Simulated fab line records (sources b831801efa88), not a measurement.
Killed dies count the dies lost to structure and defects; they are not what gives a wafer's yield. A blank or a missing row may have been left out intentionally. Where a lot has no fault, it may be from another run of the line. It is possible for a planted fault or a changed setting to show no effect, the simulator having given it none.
Which tool is to blame? + flow gf180mcu + 36 wafers from 12 lots sampled at 6 of the route's 602 steps

== WHAT THE GAUGES SHOWED, per wafer ==
GF_LVPWELL_OVL_MEAS_07.
| lot  | measured    | on         | LVPWELL_OVL (nm) |
|------|-------------|------------|------------------|
| L168 | day 3 19:29 | overlay-02 | -2.6 -1.6 -1.3   |
| L170 | day 4 07:13 | overlay-02 | -2.8 -2.0 -3.5   |
| L171 | day 4 14:32 | overlay-02 | 0.6 -0.3 0.3     |
| L172 | day 4 19:35 | overlay-01 | 1.2 1.0 0.4      |
| L173 | day 5 00:04 | overlay-01 | -1.0 -0.2 -0.4   |
| L175 | day 5 14:37 | overlay-02 | 0.4 -0.5 1.0     |
| L178 | day 6 05:37 | overlay-02 | -3.5 -2.6 -0.7   |
| L185 | day 7 19:52 | overlay-01 | 0.4 0.3 -0.4     |
| L187 | day 8 12:28 | overlay-02 | -0.9 -0.6 -2.7   |
| L188 | day 8 12:44 | overlay-01 | 0.3 -1.5 -0.3    |
| L190 | day 8 23:46 | overlay-01 | 2.3 1.8 -1.9     |
| L191 | day 9 07:02 | overlay-01 | -2.1 -1.9 -1.9   |

GF_VT_IMPLANT_OVL_MEAS_29.
| lot  | measured     | on         | VT_IMPLANT_02_OVL (nm) |
|------|--------------|------------|------------------------|
| L168 | day 6 20:17  | overlay-02 | 1.0 -1.5 0.0           |
| L170 | day 7 10:53  | overlay-02 | 0.7 0.5 1.6            |
| L171 | day 7 19:11  | overlay-02 | 0.5 1.1 0.1            |
| L172 | day 7 23:09  | overlay-02 | -1.9 0.2 -2.8          |
| L173 | day 8 05:16  | overlay-01 | -2.4 0.7 -0.2          |
| L175 | day 8 22:53  | overlay-01 | -0.3 -0.9 -1.2         |
| L178 | day 9 16:11  | overlay-02 | - - -                  |
| L185 | day 11 13:58 | overlay-02 | 1.1 0.6 2.1            |
| L187 | day 12 09:04 | overlay-02 | -0.2 1.1 0.5           |
| L188 | day 12 09:13 | overlay-01 | -1.3 0.5 -0.6          |
| L190 | day 12 21:24 | overlay-02 | -0.5 0.3 -0.7          |
| L191 | day 13 07:33 | overlay-01 | 1.7 -0.5 1.3           |

GF_VT_IMPLANT_TW_MEAS_32.
| lot  | measured     | on            | VT_IMPLANT_3_TW |
|------|--------------|---------------|-----------------|
| L168 | day 6 20:35  | film metro-03 | 269 270 270     |
| L170 | day 7 11:11  | film metro-01 | 271 273 271     |
| L171 | day 7 19:29  | film metro-03 | 267 268 266     |
| L172 | day 7 23:26  | film metro-04 | 264 262 264     |
| L173 | day 8 05:33  | film metro-04 | 265 264 264     |
| L175 | day 8 23:11  | film metro-04 | 263 264 264     |
| L178 | day 9 16:29  | film metro-03 | 30 30 30        |
| L185 | day 11 14:15 | film metro-03 | 268 269 268     |
| L187 | day 12 09:22 | film metro-01 | 273 276 275     |
| L188 | day 12 09:30 | film metro-04 | 266 267 267     |
| L190 | day 12 21:41 | film metro-03 | 267 267 266     |
| L191 | day 13 07:50 | film metro-03 | 269 269 269     |

== WHICH TOOL RAN EACH LOT (tool, then ch and the chambers of the sampled wafers, then the start) ==
| lot  | GF_DNWELL_STRIP_08                  | GF_LVPWELL_STRIP_10                 | GF_VT_IMPLANT_EXPOSE_26             |
|------|-------------------------------------|-------------------------------------|-------------------------------------|
| L168 | plasma asher-02 ch 0,1, day 2 17:10 | plasma asher-04 ch 0,1, day 3 19:50 | iline stepper-01 ch 0, day 6 13:16  |
| L170 | plasma asher-02 ch 0,1, day 3 04:43 | plasma asher-02 ch 0,1, day 4 07:34 | iline stepper-02 ch 0, day 7 03:01  |
| L171 | plasma asher-04 ch 0,1, day 3 10:50 | plasma asher-04 ch 0,1, day 4 14:53 | iline stepper-01 ch 0, day 7 11:14  |
| L172 | plasma asher-01 ch 0,1, day 3 15:56 | plasma asher-03 ch 0, day 4 19:55   | iline stepper-01 ch 0, day 7 15:11  |
| L173 | plasma asher-02 ch 0,1, day 3 20:27 | plasma asher-02 ch 0,1, day 5 00:25 | iline stepper-01 ch 0, day 7 21:04  |
| L175 | plasma asher-01 ch 0,1, day 4 09:44 | plasma asher-03 ch 0,1, day 5 14:57 | iline stepper-01 ch 0, day 8 14:34  |
| L178 | plasma asher-01 ch 0,1, day 4 23:23 | plasma asher-02 ch 0,1, day 6 05:57 | iline stepper-01 ch 0, day 9 07:23  |
| L185 | plasma asher-01 ch 0,1, day 6 12:10 | plasma asher-04 ch 0,1, day 7 20:12 | iline stepper-01 ch 0, day 11 04:18 |
| L187 | plasma asher-02 ch 0,1, day 7 03:08 | plasma asher-04 ch 0,1, day 8 12:49 | iline stepper-01 ch 0, day 11 23:20 |
| L188 | plasma asher-01 ch 0,1, day 7 04:50 | plasma asher-03 ch 0,1, day 8 13:07 | iline stepper-01 ch 0, day 11 23:47 |
| L190 | plasma asher-02 ch 0,1, day 7 14:41 | plasma asher-02 ch 0,1, day 9 00:06 | iline stepper-01 ch 0, day 12 11:37 |
| L191 | plasma asher-04 ch 0,1, day 7 21:17 | plasma asher-02 ch 0,1, day 9 07:22 | iline stepper-02 ch 0, day 12 21:28 |
- GF_DNWELL_STRIP_08: strips in O2/N2.
- GF_LVPWELL_STRIP_10: strips in O2/N2.
- GF_VT_IMPLANT_EXPOSE_26: exposes mask LVPWELL HV AREA, target cd 860 nm.

== AS READ BY THE TOOLS THEMSELVES (means over the sampled wafers that have a number; for cases with no such wafer, the mark the record gives instead) ==
GF_DNWELL_STRIP_08.
| lot  | tool            | drypump motor current A (A) | heater power w (W) | o2 flow sccm (sccm) | oes product au (a.u.) | strip time to endpoint s (s) |
|------|-----------------|-----------------------------|--------------------|---------------------|-----------------------|------------------------------|
| L168 | plasma asher-02 | 6.3                         | 336                | 2995                | 0.727                 | 36.89                        |
| L170 | plasma asher-02 | 6.2                         | 333                | 3002                | 0.718                 | 37.06                        |
| L171 | plasma asher-04 | 6.2                         | 317                | 3000                | 0.724                 | 36.99                        |
| L172 | plasma asher-01 | 5.7                         | 358                | 3003                | 0.720                 | 36.74                        |
| L173 | plasma asher-02 | 6.2                         | 335                | 3003                | 0.726                 | 37.06                        |
| L175 | plasma asher-01 | 5.7                         | 365                | 3005                | 0.720                 | 37.06                        |
| L178 | plasma asher-01 | 5.7                         | 363                | 3006                | 0.722                 | 37.05                        |
| L185 | plasma asher-01 | 5.7                         | 363                | 2992                | 0.728                 | 37.02                        |
| L187 | plasma asher-02 | 6.3                         | 330                | 3007                | 0.728                 | 37.02                        |
| L188 | plasma asher-01 | 5.7                         | 359                | 2992                | 0.727                 | 37.08                        |
| L190 | plasma asher-02 | 6.3                         | 338                | 2996                | 0.719                 | 37.03                        |
| L191 | plasma asher-04 | 6.2                         | 307                | 2999                | 0.722                 | 37.02                        |

GF_LVPWELL_STRIP_10.
| lot  | tool            | drypump motor current A (A) | heater power w (W) | o2 flow sccm (sccm) | oes product au (a.u.) | strip time to endpoint s (s) |
|------|-----------------|-----------------------------|--------------------|---------------------|-----------------------|------------------------------|
| L168 | plasma asher-04 | 6.31                        | 335                | 3001                | 0.720                 | 37.02                        |
| L170 | plasma asher-02 | 6.31                        | 335                | 2993                | 0.721                 | 37.02                        |
| L171 | plasma asher-04 | 6.34                        | 339                | 3005                | 0.721                 | 36.96                        |
| L172 | plasma asher-03 | 5.43                        | 371                | 3006                | 0.719                 | 37.01                        |
| L173 | plasma asher-02 | 6.29                        | 336                | 3000                | 0.722                 | 37.06                        |
| L175 | plasma asher-03 | 5.71                        | 393                | 2999                | 0.720                 | 36.96                        |
| L178 | plasma asher-02 | 6.26                        | 336                | 3004                | 0.725                 | 37.09                        |
| L185 | plasma asher-04 | 6.33                        | 325                | 2998                | 0.722                 | 37.08                        |
| L187 | plasma asher-04 | 6.18                        | 308                | 3004                | 0.725                 | 37.00                        |
| L188 | plasma asher-03 | 5.57                        | 386                | 2998                | 0.726                 | 37.04                        |
| L190 | plasma asher-02 | 6.30                        | 338                | 2991                | 0.725                 | 37.13                        |
| L191 | plasma asher-02 | 6.22                        | 332                | 3005                | 0.723                 | 37.00                        |

== THE ANSWER, worked out from the rows above alone ==
Rule: the lots themselves supply what counts as usual. Put in order of their means at a reading, lots are off if they are a third of the lots or fewer, leave a main group of 4 or more, and stand apart from it by a gap of 3 or more times the standard deviation of the main group's means; of several such gaps the widest counts. A main group whose means are all the same, to the digits that the tables above print for the reading, isn't used. Also off: a lot with no number at a reading for which 4 or more lots have one. All remaining lots with rows at the step are treated as sound. First the gauges in route order, then the tools' own readings, where a lot's mean is used as printed above. The first step at which some lot is off is used, and at that step the reading that is off furthest; a lot without a number counts as furthest.
Off: L178, seen at GF_VT_IMPLANT_OVL_MEAS_29 (VT_IMPLANT_02_OVL). Without a number there: L178. The main group has a mean of 0.0 nm with a standard deviation of 0.82.
If a tool, at a process step before that reading, ran all the lots that are off and no sound lot after the first of them, it fits. Not tried: the gauges at GF_VT_IMPLANT_OVL_MEAS_29; whatever is off there is also off at GF_VT_IMPLANT_TW_MEAS_32, on other tools, and gauge error can't account for it. Not one of the candidates tried fits.

== WHAT THE SIMULATOR PUT IN ==
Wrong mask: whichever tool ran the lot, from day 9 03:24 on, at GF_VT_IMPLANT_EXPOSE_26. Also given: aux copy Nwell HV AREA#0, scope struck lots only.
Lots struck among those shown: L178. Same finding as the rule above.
